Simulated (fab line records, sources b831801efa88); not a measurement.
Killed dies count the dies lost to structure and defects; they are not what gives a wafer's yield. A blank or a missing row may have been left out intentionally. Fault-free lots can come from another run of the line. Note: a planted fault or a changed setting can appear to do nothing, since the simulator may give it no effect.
Comparing a struck lot with a sound one / flow sky130 / 15 out of 708 route steps
Sound: the wafers L455.1, L455.4, L455.6. Wafers struck: L464.1, L464.4, L464.6. Last of all comes the cause.
Per side, at each step with rows, come the tool, then ch with its chambers, and then its first start. Under that, the readings that differ: sound wafers / struck wafers / difference of the means / sigmas: that difference in standard deviations of wafers without a fault.
alike: same words and numbers on both sides, and readings whose means sit less than 2 such deviations apart. not compared: any withheld reading, any reading some wafer has no value for, any bound like >300 that may hide the same value, and any number with overlapping values for which the record gives no deviation.
A row with sigmas, a row that says differs or no value, or rows on one side alone: a step with any of these is where the two part. When numbers do not overlap yet have no deviation, they are printed without sigmas and do not part them. Lack of a reading on every wafer of one side parts them only where that side has two or more wafers.

first, 2 steps without rows for these wafers: SKY_LOCAL_INTERCONNECT_CLEAN_17 (cleans in IPA, time 180 s); SKY_LOCAL_INTERCONNECT_CLEAN_18 (cleans in O3/DIW).
SKY_CONTACT_CVD_00: deposits Si3N4, target thk 75 nm.
  sound on pecvd-01 ch 0,1,2, day 33 21:22; struck on pecvd-01 ch 0,1,2, day 36 19:25
  alike: heater_power_w
SKY_CONTACT_THK_MEAS_01:
  struck on film_metro-01, day 36 19:27; sound on film_metro-01, day 33 21:24
  alike: CONTACT_CVD_00_THK
then, 1 step without rows for these wafers: SKY_CONTACT_HDPCVD_02 (deposits SiO2, target thk 565 nm, time 94.2 s).
SKY_CONTACT_THK_MEAS_03:
  struck on film_metro-04, day 36 19:35; sound on film_metro-04, day 33 21:32
  alike: CONTACT_HDPCVD_THK
SKY_CONTACT_CMP_04: polishes SiO2.
  sound on cmp-02 ch 0,1,2, day 33 21:35; struck on cmp-01 ch 0,1, day 36 19:38
  alike: motor_current_A, slurry_flow_ml_min, time_to_endpoint_s
SKY_CONTACT_BOW_MEAS_05:
  struck on film_metro-01, day 36 19:56; sound on film_metro-04, day 33 21:53
  alike: CONTACT_BOW
then, 4 steps without rows for these wafers: SKY_CONTACT_DEHYDRATE_06 (time 60 s); SKY_CONTACT_HMDS_07 (prime time 60 s); SKY_CONTACT_COAT_08 (resist thk 60 nm); SKY_CONTACT_COAT_09 (resist thk 450 nm).
SKY_CONTACT_SOFTBAKE_10: time 90 s.
  sound on litho_track-03 ch 0, day 34 10:00; struck on litho_track-04 ch 0, day 37 09:00
reading=heater_power_total_W (W); sound=57.35 57.30 57.29; struck=59.04 58.85 58.83; difference=+1.59; sigmas=+13
reading=plate_temp_C (C); sound=99.98 99.99 100.05; struck=102.12 102.11 101.95; difference=+2.05; sigmas=+17
then, 1 step without rows for these wafers: SKY_CONTACT_EXPOSE_11 (exposes mask CTM1, target cd 170 nm).
-- the record jumps here: 13 days lie between the struck wafers' starts before and after (it left off in module CONTACT and takes up again in module PAD_OPEN, whose first step shown is number 708 of the route) --
SKY_PAD_OPEN_PROBE_99:
  struck on prober-02, day 50 08:25; sound on prober-02, day 48 09:43
reading=killed_short; sound=39 45 47; struck=28 34 32; difference=-12; sigmas=-2
  alike: killed_at_M0_to_M3, killed_at_M4_up, killed_at_contacts, killed_at_front_end, killed_at_other, killed_dies, killed_open

== WHERE THEY PART ==
First at SKY_CONTACT_SOFTBAKE_10; last, within this record, at SKY_PAD_OPEN_PROBE_99.

WHY: whatever the simulator had introduced
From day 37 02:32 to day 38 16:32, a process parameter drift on litho_track-04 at SKY_CONTACT_SOFTBAKE_10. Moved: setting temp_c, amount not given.
